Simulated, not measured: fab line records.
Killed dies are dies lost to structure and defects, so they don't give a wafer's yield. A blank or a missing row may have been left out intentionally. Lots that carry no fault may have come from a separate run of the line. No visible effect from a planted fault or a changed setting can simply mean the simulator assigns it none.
Problem report, 8D (eight disciplines) form, completed by code -- flow sky130 -- the parts of the form that need people (team, actions taken, sign-off) are left out

1. WHAT IS WRONG
overpolish-run-s at SKY_VIA4_CMP_21 reads a mean of 0.037 s on 6 wafers of 2 lots; wafers without a fault read 24.999 s with a standard deviation of 0.0089. So: -99 or more standard deviations from the usual mean.
The step: polishes, stops on SiO2, t overpolish 25 s, target thk 0 nm.
Seen first at day 47 01:35 on cmp-02, wafer L197.2. At this step, 36 wafers from 12 lots have a number in the record. The rule behind "out" and "out of limits": a value lying over 4 standard deviations away from the usual mean. The rest of the wafers with a number are treated as sound.

2. WHAT IT IS AND WHAT IT IS NOT
question,is,is not
which readings at this step,"overpolish-run-s, time-to-endpoint-s",motor-current-A
which lots,"L197, L198","L182, L183, L185, L186, L190, L191, L192, L199, L203, L204"
which wafers of those lots,all that have a number,-
read on which tools,cmp-02,cmp-01
when,from day 47 01:35,"up to then (21 sound wafers); but 9 sound wafers of L199, L203, L204 came after"

3. WHAT RULES OUT EACH SUSPECT
Counting: any tool at a process step up to the reading is kept as a suspect provided that every lot that is out went through it and no sound lot did after the first of them.
- cmp-02 at SKY_VIA4_CMP_21 (polishes, stops on SiO2, t overpolish 25 s, target thk 0 nm): kept. It processed each lot that is out, first L197 at day 47 01:35, and no sound lot thereafter; up to then, the last sound lot it processed was L192 at day 45 14:22. Its own overpolish-run-s, time-to-endpoint-s readings are out on those wafers.
The count leaves cmp-02 at SKY_VIA4_CMP_21.

4. THE CAUSE (what the simulator had put in)
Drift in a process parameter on cmp-02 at SKY_VIA4_CMP_21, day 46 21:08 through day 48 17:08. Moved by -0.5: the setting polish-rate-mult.
Only this tool survived the counting.

5. THE EFFECT CHAIN, in route order
Rows list readings where the struck wafers' mean (over those with a number) sits beyond 3 standard deviations from the usual. Only readings for which the record gives a usual standard deviation are gone through. hours: the time from each lot's start at the first step in this table that gives one to its start at this step, as a median over the lots. sigmas: the change in usual standard deviations.
hours,step,reading,usual,on struck wafers,change,sigmas
0,SKY_VIA4_CMP_21,overpolish-run-s,24.999 s,0.037,-24.961,-99 or more
0,SKY_VIA4_CMP_21,time-to-endpoint-s,119 s,188,+68,+12
59,SKY_PAD_OPEN_PROBE_99,defect-limited-yield,82.9 %,0.0,-82.9,-41
59,SKY_PAD_OPEN_PROBE_99,killed_at_M4_up,3.0,407.7,+404.7,+99 or more
59,SKY_PAD_OPEN_PROBE_99,killed-dies,84,492,+408,+42
59,SKY_PAD_OPEN_PROBE_99,killed-on-rim,16,96,+80,+22
59,SKY_PAD_OPEN_PROBE_99,sort_bin_3_pad_short,0.8 %,82.9,+82.1,+99 or more
59,SKY_PAD_OPEN_PROBE_99,sort-n-pass,408,0,-408,-42
59,SKY_PAD_OPEN_PROBE_99,sort-yield-pct,82.9 %,0.0,-82.9,-41
The process steps in it:
- SKY_VIA4_CMP_21: polishes, stops on SiO2, t overpolish 25 s, target thk 0 nm.
- SKY_PAD_OPEN_PROBE_99

6. HOW IT WOULD HAVE BEEN CAUGHT EARLIER
In this record no reading fell out of limits until day 47 01:35, 4 hours after the fault had begun at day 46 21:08.
